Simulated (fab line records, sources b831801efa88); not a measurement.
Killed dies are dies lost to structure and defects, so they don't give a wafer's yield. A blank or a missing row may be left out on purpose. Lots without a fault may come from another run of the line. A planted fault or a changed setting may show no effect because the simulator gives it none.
fab line records | flow sky130
record lots=11 wafers=31 last_day=50
route steps=708 shown RES_PROTECT@214 POLY_GATE@228 LDD_N@253 SD_P@329 RES_XHIGH@360 PAD_OPEN@708
lots that met no fault: from a run of the same line without faults
start_h: hours from the record's first day to the start of the lot's first wafer shown | wait_h: hours since the lot's step before | " the same as in the row above | L1.1+2: a row that stands for several wafers | - no value, or no start given | * or withheld: withheld | < > ~ a bound
route shown NAME@n: a module of which the file shows steps, and the number in the route of the first | usual: mean/standard deviation of fault-free wafers | same: alike in all rows | chamber/n: place in a boat | sites: the reading at each site | _std_site: their standard deviation | _edge_site: outer sites' mean less inner sites' | radius_mm: how far each site lies from the wafer's centre | mask NAME#n: copy n | behind: the tool/chamber that last shaped the wafer | hold: why the lot was held/for how many hours/how that ended | device: the transistor (n, p or np) that didn't switch | end of line: the same wafers' tests at the end of the route | a step without rows: its recipe alone | killed: dies lost to structure and defects at the first sort, not the wafer's yield | map: a wafer's dies, x killed, . not, _ none there
set.NAME: the setting as run; set.NAME@STEP: as run at that earlier step | model.NAME: the simulator's own value behind a step, which no gauge read
steps of the route over a sample of lots; a table a step, a row a wafer
services: from which hour (start_h, from the record's first day; less than 0 if before it) a tool's chamber was out of use, for how many hours, and why
## steps
# step SKY_RES_PROTECT_STRIP_07
# recipe chemistry=O2/N2 power_w=1400 pressure_mtorr=1500 platen_temp_c=withheld o2_flow_sccm=3000 n2_flow_sccm=300 overash_fraction=0.5
# usual drypump_motor_current_A=6.0/0.48 oes_product_au=0.517/0.0046 strip_time_to_endpoint_s=23.30/0.046
# same overash_fraction=0.5
# columns lot.wafer tool chamber start_h wait_h drypump_motor_current_A oes_product_au rf_hours_counter_h strip_time_to_endpoint_s
L191.2 plasma_asher-03 1 360.22 0.1 6.5 0.520 53 23.30
L191.3 " 0 " " 6.3 0.514 - 23.36
L191.6 " 0 " " 6.3 0.517 - 23.34
L193.2 plasma_asher-03 1 370.36 0.1 6.5 0.515 54 23.27
L193.3 " 0 " " 6.3 0.515 - 23.25
L193.4 " 1 " " 6.5 0.523 - 23.23
L192.2 plasma_asher-02 1 371.87 0.1 6.1 0.514 68 23.27
L192.3 " 1 " " 6.1 0.515 - 23.29
L192.5 " 0 " " 5.7 0.512 - 23.29
L194.1 plasma_asher-04 0 376.56 0.1 6.3 0.513 67 23.25
L194.5 " 1 " " 5.2 0.517 - 23.24
L194.6 " 0 " " 6.3 0.524 - 23.26
L197.2 plasma_asher-04 1 402.96 0.1 5.2 0.518 69 23.26
L197.4 " 0 " " 6.3 0.524 - 23.25
L197.6 " 0 " " 6.3 0.510 - 23.27
L199.1 plasma_asher-04 1 419.57 0.1 5.2 0.510 71 23.33
L199.4 " 0 " " 6.3 0.526 - 23.29
L199.5 " 0 " " 6.3 0.525 - 23.28
L201.2 plasma_asher-03 0 437.76 0.1 6.3 0.513 61 23.23
L201.3 " 1 " " 6.5 0.518 - 23.25
L201.5 " 1 " " 6.5 0.520 - 23.25
L202.1 plasma_asher-04 1 441.31 0.1 5.2 0.519 74 23.34
L202.4 " 0 " " 6.3 0.518 - 23.32
L202.6 " 0 " " 6.3 0.521 - 23.29
L209.3 plasma_asher-04 0 500.69 0.1 6.3 0.519 - 23.30
L209.4 " 1 " " 5.2 0.515 - 23.30
L209.5 " 0 " " 6.3 0.516 - 23.34
L210.2 plasma_asher-02 0 510.01 0.1 5.7 0.515 7 23.26
L210.4 " 0 " " 5.7 0.520 - 23.24
L211.2 plasma_asher-02 0 522.51 0.1 5.7 0.523 9 23.29
L211.3 " 0 " " 5.7 0.513 - 23.30
# step SKY_POLY_GATE_OVL_MEAS_14
# usual POLY_GATE_OVL=3/5.2
# columns lot.wafer tool chamber start_h wait_h POLY_GATE_OVL[nm]
L191.2 overlay-01 - 390.17 0.1 -2
L191.3 " - " " -7
L191.6 " - " " -2
L193.2 overlay-01 - 402.03 0.1 13
L193.3 " - " " 10
L193.4 " - " " 12
L192.2 overlay-01 - 403.24 0.1 1
L192.3 " - " " 4
L192.5 " - " " -2
L194.1 overlay-01 - 409.13 0.1 5
L194.5 " - " " -3
L194.6 " - " " 5
L197.2 overlay-01 - 435.68 0.1 -5
L197.4 " - " " -9
L197.6 " - " " -9
L199.1 overlay-01 - 453.93 0.1 9
L199.4 " - " " 4
L199.5 " - " " 10
L201.2 overlay-01 - 470.62 0.1 2
L201.3 " - " " -3
L201.5 " - " " 8
L202.1 overlay-01 - 474.66 0.1 -1
L202.4 " - " " 5
L202.6 " - " " 1
L209.3 overlay-01 - 533.42 0.1 -6
L209.4 " - " " 0
L209.5 " - " " -3
L210.2 overlay-01 - 542.48 0.1 6
L210.4 " - " " 3
L211.2 overlay-02 - 557.92 0.1 2
L211.3 " - " " 9
# step SKY_LDD_N_STRIP_16
# recipe chemistry=O2/N2 power_w=1400 pressure_mtorr=1500 platen_temp_c=withheld o2_flow_sccm=3000 n2_flow_sccm=300 overash_fraction=0.5
# usual drypump_motor_current_A=5.9/0.54 oes_product_au=0.406/0.0044 strip_time_to_endpoint_s=4.315/0.016
# same overash_fraction=0.5
# columns lot.wafer tool chamber start_h wait_h drypump_motor_current_A oes_product_au rf_hours_counter_h strip_time_to_endpoint_s
L191.2 plasma_asher-03 0 424.10 0.1 6.3 0.401 59 4.297
L191.3 " 1 " " 6.5 0.403 - 4.291
L191.6 " 0 " " 6.3 0.412 - 4.296
L193.2 plasma_asher-01 1 435.63 0.1 5.7 0.406 31 4.304
L193.3 " 1 " " 5.7 0.408 - 4.316
L193.4 " 0 " " 5.2 0.415 - 4.317
L192.2 plasma_asher-01 1 438.20 0.1 5.7 0.402 32 4.313
L192.3 " 0 " " 5.2 0.394 - 4.291
L192.5 " 1 " " 5.7 0.403 - 4.311
L194.1 plasma_asher-01 1 443.30 0.1 5.6 0.408 32 4.294
L194.5 " 1 " " 5.6 0.414 - 4.292
L194.6 " 0 " " 5.2 0.411 - 4.284
L197.2 plasma_asher-04 1 468.93 0.1 5.2 0.393 77 4.314
L197.4 " 0 " " 6.3 0.408 - 4.302
L197.6 " 0 " " 6.3 0.395 - 4.317
L199.1 plasma_asher-04 0 489.10 0.1 6.3 0.409 79 4.302
L199.4 " 1 " " 5.2 0.402 - 4.327
L199.5 " 0 " " 6.3 0.406 - 4.331
L201.2 plasma_asher-01 1 503.91 0.1 5.7 0.403 38 4.292
L201.3 " 0 " " 5.2 0.406 - 4.288
L201.5 " 1 " " 5.7 0.402 - 4.301
L202.1 plasma_asher-04 1 508.51 0.1 5.2 0.409 81 4.305
L202.4 " 1 " " 5.2 0.401 - 4.311
L202.6 " 0 " " 6.3 0.412 - 4.302
L209.3 plasma_asher-03 0 566.81 0.1 6.3 0.406 - 4.324
L209.4 " 1 " " 6.5 0.403 - 4.331
L209.5 " 0 " " 6.3 0.408 - 4.319
L210.2 plasma_asher-03 1 576.85 0.1 6.5 0.403 75 4.349
L210.4 " 1 " " 6.5 0.405 - 4.342
L211.2 plasma_asher-01 0 590.93 0.1 5.2 0.409 46 4.327
L211.3 " 1 " " 5.6 0.405 - 4.319
# step SKY_SD_P_IMPLANT_09
# recipe species=BF2 energy_kev=20 dose_cm2=3e+15 tilt_deg=0
# columns lot.wafer tool chamber start_h wait_h
L191.2+3+6 implanter-04 0 609.85 0.0
L193.2+3+4 implanter-04 0 620.04 0.0
L192.2+3+5 implanter-02 0 623.54 0.0
L194.1+5+6 implanter-02 0 627.08 0.0
L197.2+4+6 implanter-04 0 651.99 0.0
L199.1+4+5 implanter-03 0 670.62 0.0
L201.2+3+5 implanter-03 0 685.64 0.0
L202.1+4+6 implanter-04 0 688.28 0.0
L209.3+4+5 implanter-04 0 742.58 0.1
L210.2+4 implanter-04 0 751.50 0.0
L211.2+3 implanter-04 0 764.49 0.0
# step SKY_SD_P_STRIP_10
# recipe chemistry=O2/N2 power_w=1400 pressure_mtorr=1500 platen_temp_c=withheld o2_flow_sccm=3000 n2_flow_sccm=300 overash_fraction=0.5
# usual drypump_motor_current_A=6.0/0.47 oes_product_au=0.617/0.0042 strip_time_to_endpoint_s=17.51/0.039
# same overash_fraction=0.5
# columns lot.wafer tool chamber start_h wait_h drypump_motor_current_A oes_product_au rf_hours_counter_h strip_time_to_endpoint_s
L191.2 plasma_asher-03 1 609.98 0.1 6.5 0.618 78 17.54
L191.3 " 0 " " 6.3 0.616 - 17.55
L191.6 " 1 " " 6.5 0.623 - 17.49
L193.2 plasma_asher-04 1 620.16 0.1 5.2 0.615 92 17.50
L193.3 " 0 " " 6.3 0.614 - 17.48
L193.4 " 1 " " 5.2 0.623 - 17.49
L192.2 plasma_asher-03 1 623.67 0.1 6.6 0.612 80 17.43
L192.3 " 0 " " 6.3 0.616 - 17.45
L192.5 " 0 " " 6.3 0.623 - 17.44
L194.1 plasma_asher-03 1 627.23 0.1 6.5 0.610 80 17.53
L194.5 " 0 " " 6.3 0.619 - 17.49
L194.6 " 1 " " 6.5 0.618 - 17.48
L197.2 plasma_asher-03 0 652.11 0.1 6.2 0.618 83 17.55
L197.4 " 0 " " 6.3 0.618 - 17.54
L197.6 " 0 " " 6.3 0.614 - 17.51
L199.1 plasma_asher-02 0 670.77 0.1 5.7 0.617 23 17.48
L199.4 " 1 " " 6.1 0.621 - 17.44
L199.5 " 0 " " 5.7 0.618 - 17.49
L201.2 plasma_asher-02 1 685.77 0.1 6.1 0.619 25 17.60
L201.3 " 0 " " 5.7 0.616 - 17.62
L201.5 " 1 " " 6.1 0.613 - 17.58
L202.1 plasma_asher-02 1 688.58 0.2 6.1 0.619 25 17.49
L202.4 " 0 " " 5.7 0.618 - 17.51
L202.6 " 0 " " 5.7 0.619 - 17.53
L209.3 plasma_asher-02 0 742.71 0.1 5.7 0.615 - 17.46
L209.4 " 1 " " 6.1 0.629 - 17.33
L209.5 " 0 " " 5.7 0.614 - 17.51
L210.2 plasma_asher-04 0 751.63 0.1 6.3 0.623 1 17.23
L210.4 " 1 " " 5.2 0.617 - 17.26
L211.2 plasma_asher-04 1 764.62 0.1 5.2 0.623 2 17.34
L211.3 " 0 " " 6.3 0.619 - 17.55
# step SKY_SD_N_RS_MEAS_17
# recipe thk_meas_gauge=four-point-probe
# usual SD_P_RS=147.1/0.34
# columns lot.wafer tool chamber start_h wait_h hold SD_P_RS[ohm/sq]
L191.2 film_metro-04 - 669.55 0.1 - 147.4
L191.3 " - " " - 147.1
L191.6 " - " " - 147.4
L193.2 film_metro-02 - 678.82 0.1 - 147.1
L193.3 " - " " - 147.2
L193.4 " - " " - 147.2
L192.2 film_metro-02 - 682.65 0.1 - 148.0
L192.3 " - " " - 147.6
L192.5 " - " " - 147.3
L194.1 film_metro-04 - 685.08 0.1 - 146.6
L194.5 " - " " - 146.7
L194.6 " - " " - 146.7
L197.2 film_metro-01 - 710.22 0.1 - 147.8
L197.4 " - " " - 147.1
L197.6 " - " " - 147.0
L199.1 film_metro-01 - 727.83 0.1 - 146.9
L199.4 " - " " - 147.4
L199.5 " - " " - 147.0
L201.2 film_metro-01 - 742.25 0.1 - 147.2
L201.3 " - " " - 147.6
L201.5 " - " " - 147.1
L202.1 film_metro-02 - 745.58 0.1 - 147.2
L202.4 " - " " - 146.8
L202.6 " - " " - 147.2
L209.3 film_metro-04 - 797.32 0.1 await_dispo/0.2h/release 146.9
L209.4 " - " " await_dispo/0.2h/release 148.3
L209.5 " - " " await_dispo/0.2h/release 146.9
L209.3 film_metro-04 - 797.61 0.3 - 146.9
L209.4 " - " " - 148.5
L209.5 " - " " - 147.3
L210.2 film_metro-02 - 805.83 0.1 await_dispo/0.2h/release 148.8
L210.4 " - " " await_dispo/0.2h/release 148.3
L210.2 film_metro-02 - 806.11 0.3 - 148.8
L210.4 " - " " - 148.1
L211.2 film_metro-04 - 818.05 0.1 - 148.3
L211.3 " - " " - 147.3
# step SKY_SD_N_RS_MEAS_18
# recipe thk_meas_gauge=four-point-probe
# usual RES_XHIGH_RS=333.2/1.1
# columns lot.wafer tool chamber start_h wait_h hold RES_XHIGH_RS[ohm/sq]
L191.2 film_metro-04 - 669.67 0.1 - 333.7
L191.3 " - " " - 334.7
L191.6 " - " " - 334.1
L193.2 film_metro-02 - 678.94 0.1 - 334.1
L193.3 " - " " - 333.5
L193.4 " - " " - 333.4
L192.2 film_metro-02 - 682.77 0.1 - 332.3
L192.3 " - " " - 331.5
L192.5 " - " " - 331.8
L194.1 film_metro-04 - 685.20 0.1 - 331.9
L194.5 " - " " - 332.6
L194.6 " - " " - 332.9
L197.2 film_metro-01 - 710.34 0.1 - 332.9
L197.4 " - " " - 333.1
L197.6 " - " " - 333.6
L199.1 film_metro-01 - 727.95 0.1 - 335.1
L199.4 " - " " - 335.2
L199.5 " - " " - 335.1
L201.2 film_metro-01 - 742.37 0.1 - 333.5
L201.3 " - " " - 333.8
L201.5 " - " " - 335.1
L202.1 film_metro-02 - 745.70 0.1 - 332.0
L202.4 " - " " - 331.3
L202.6 " - " " - 332.4
L209.3 film_metro-04 - 799.24 1.6 await_dispo/1.5h/release 332.2
L209.4 " - " " await_dispo/1.5h/release 332.7
L209.5 " - " " await_dispo/1.5h/release 331.8
L210.2 film_metro-02 - 807.81 1.7 await_dispo/1.6h/release 334.9
L210.4 " - " " await_dispo/1.6h/release 335.7
L211.2 film_metro-04 - 818.17 0.1 - 332.6
L211.3 " - " " - 334.4
# step SKY_PAD_OPEN_PROBE_99
# usual killed_at_M0_to_M3=43/6.7 killed_at_M4_up=3.2/2.1 killed_at_contacts=25/5.9 killed_at_front_end=16/4.7 killed_at_other=0.3/0.54 killed_dies=87/9.8 killed_on_rim=17/3.7 killed_open=47/6.7 killed_short=40/6.5
# same gross_dies=492 killed_at_back_side=0
# columns lot.wafer tool chamber start_h wait_h killed_at_M0_to_M3 killed_at_M4_up killed_at_contacts killed_at_front_end killed_at_other killed_dies killed_on_rim killed_open killed_short
L199.4 prober-01 - 1137.44 0.2 49 3 24 16 0 92 14 51 41
# killed by level:class
L199.4 VIA1:geometric_particle:open=17 CONTACT:geometric_particle:open=9 CONTACT:geometric_particle:short=8 VIA2:geometric_particle:open=7 FIELD_ISO:geometric_particle:open=5 FIELD_ISO:geometric_particle:short=4 POLY_GATE:geometric_particle:short=4 VIA1:geometric_particle:short=4
## services
# columns tool chamber start_h hours kind
plasma_asher-03 - 368.85 0.5 repair
plasma_asher-03 - 380.14 2.0 repair
plasma_asher-02 - 405.66 4.3 pm
implanter-04 - 411.65 2.0 repair
plasma_asher-02 - 421.25 9.0 pm
implanter-02 - 429.37 7.4 pm
implanter-03 - 434.64 4.0 repair
plasma_asher-02 - 435.39 3.8 repair
plasma_asher-02 - 446.21 2.8 pm
implanter-04 - 457.34 1.3 repair
plasma_asher-01 - 462.75 1.9 repair
plasma_asher-01 - 467.02 1.6 repair
implanter-04 - 480.19 2.5 repair
plasma_asher-01 - 509.19 3.7 repair
plasma_asher-01 - 545.84 2.5 repair
implanter-04 - 546.59 3.2 repair
implanter-04 - 557.33 29.4 pm
implanter-04 - 590.91 1.6 repair
plasma_asher-01 - 622.72 1.8 repair
implanter-04 - 656.32 5.9 repair
plasma_asher-04 - 659.00 1.8 repair
plasma_asher-04 - 683.71 37.8 repair
plasma_asher-04 - 733.75 9.0 pm
plasma_asher-01 - 755.24 1.5 repair
## key
first_sign step=SKY_SD_P_STRIP_10 reading=strip_time_to_endpoint_s direction=down sigmas=5.7 usual=* struck=*
effect step=SKY_SD_N_RS_MEAS_17 reading=SD_P_RS direction=up sigmas=3.9 usual=147.1 struck=148.4
met_at SKY_SD_P_IMPLANT_09
struck_lots L209,L210,L211
struck_wafers L209.4,L210.2,L210.4,L211.2
tester_left_out L209,L210,L211
not_acting_at SKY_RES_PROTECT_STRIP_07,SKY_POLY_GATE_OVL_MEAS_14,SKY_LDD_N_STRIP_16
onset_between 688.28 742.58
fault kind=process_parameter_drift tool=implanter-04 chamber=- onset_h=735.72 steps=SKY_SD_P_IMPLANT_09 channel=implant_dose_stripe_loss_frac offset=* shape=step end_h=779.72 scope=struck_wafers_only
# tester_left_out: of these lots the tester's yield and bins aren't shown, on N5 and GAA mostly nor the transistor test; their killed dies are dies lost to structure and defects alone, not to doping, threshold or leakage, so they don't give the yield
